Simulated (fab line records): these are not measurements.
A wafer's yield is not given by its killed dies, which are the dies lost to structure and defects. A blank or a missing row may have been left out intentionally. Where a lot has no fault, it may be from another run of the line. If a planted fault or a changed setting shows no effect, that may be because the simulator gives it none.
Problem report, 8D (eight disciplines) form, completed by code | flow sky130 | the parts of the form that need people (team, actions taken, sign-off) are left out

## 1. PROBLEM STATEMENT
Across 4 wafers from 3 lots, SD_N_TW at SKY_SD_N_TW_MEAS_12 averages 30, while fault-free wafers read 3989 with a standard deviation of 26. So: -99 or more standard deviations from the usual mean.
Earliest sighting: wafer L351.5 on film metro-03 at day 30 10:29. The record holds 32 wafers of 11 lots with a number at this step. Rule for "out" (also "out of limits"): further than 4 standard deviations from the usual mean. The other wafers with a number count as sound.

## 2. WHAT IT IS, AND WHAT IT ISN'T
question                    | is                             | is not
which readings at this step | SD_N_TW                        | -
which lots                  | L351, L352, L353               | L348, L356, L362, L363, L365, L368, L369, L370
which wafers of those lots  | L351.5, L352.5, L352.6, L353.5 | L351.2, L352.4, L353.1, L353.4
read on which gauges        | film metro-01, film metro-03   | film metro-02
when                        | from day 30 10:29              | up to then (4 sound wafers); but 24 sound wafers of L352, L353, L356, L362, L363, L365, L368, L369, L370 came after

## 3. THE SUSPECTS, EACH WITH WHAT RULES IT OUT
Counting: if a tool at a process step up to the reading ran every lot that is out, it stays a suspect. Sound lots after the first of them don't rule it out here, since some wafers of a struck lot are sound.
- the gauge at SKY_SD_N_TW_MEAS_12 is ruled out. 2 gauges (film metro-01, film metro-03) read the wafers that are out.
- litho track-03 at SKY_SD_N_DEVELOP_06 (develop time 60 s): kept. It processed each lot that is out (first: L351, day 30 09:48); up to then, its last sound lot is L348 (day 28 17:01).
Remaining after the count: litho track-03 at SKY_SD_N_DEVELOP_06.

## 4. THE CAUSE (what the simulator had put in)
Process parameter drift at SKY_SD_N_DEVELOP_06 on litho track-03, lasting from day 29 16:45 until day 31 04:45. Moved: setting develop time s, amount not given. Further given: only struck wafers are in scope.
Only this tool survived the counting.

## 5. THE CHAIN OF EFFECTS, in route order
One row per reading whose mean, taken over the struck wafers that have a number, lies over 3 standard deviations from the usual. Scope: only readings with a usual standard deviation given in the record; hours: median across lots of the time from each lot's start at the first step in this table that gives one to its start at this step; sigmas: change in usual standard deviations.
hours | step                  | reading             | usual | on struck wafers | change | sigmas
0     | SKY_SD_N_TW_MEAS_12   | SD_N_TW             | 3989  | 30               | -3959  | -99 or more
415   | SKY_PAD_OPEN_PROBE_99 | killed at front end | 15    | 418              | +403   | +90
415   | SKY_PAD_OPEN_PROBE_99 | killed dies         | 86    | 492              | +406   | +46
415   | SKY_PAD_OPEN_PROBE_99 | killed on rim       | 16    | 96               | +80    | +19
It contains these process steps:
- SKY_PAD_OPEN_PROBE_99
Readings that are blank on the struck wafers while sound wafers have them: cd nm at SKY_SD_N_CD_MEAS_07; SD_N_OVL at SKY_SD_N_OVL_MEAS_08.

## 6. WHAT WOULD HAVE CAUGHT IT SOONER
18 hours passed between the start of the fault at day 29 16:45 and the first reading out of limits at a measuring or inspecting step in this record, taken at day 30 10:29.
Between SKY_SD_N_DEVELOP_06 and SKY_SD_N_TW_MEAS_12, SKY_SD_N_CD_MEAS_07 gave no cd nm and SKY_SD_N_OVL_MEAS_08 gave no SD_N_OVL on the struck wafers, where sound wafers have one: a measuring or inspecting step that comes back empty is itself a sign.
Of the tool readings at SKY_SD_N_DEVELOP_06 for which the record gives a usual standard deviation, none was out on any struck wafer, so an alarm limit of 4 standard deviations on them would not have fired.
Among the 3 lots that are out, L353, L352 began SKY_SD_N_DEVELOP_06 on litho track-03 after day 30 10:29. A hold on the tool at that time would have spared those 2.
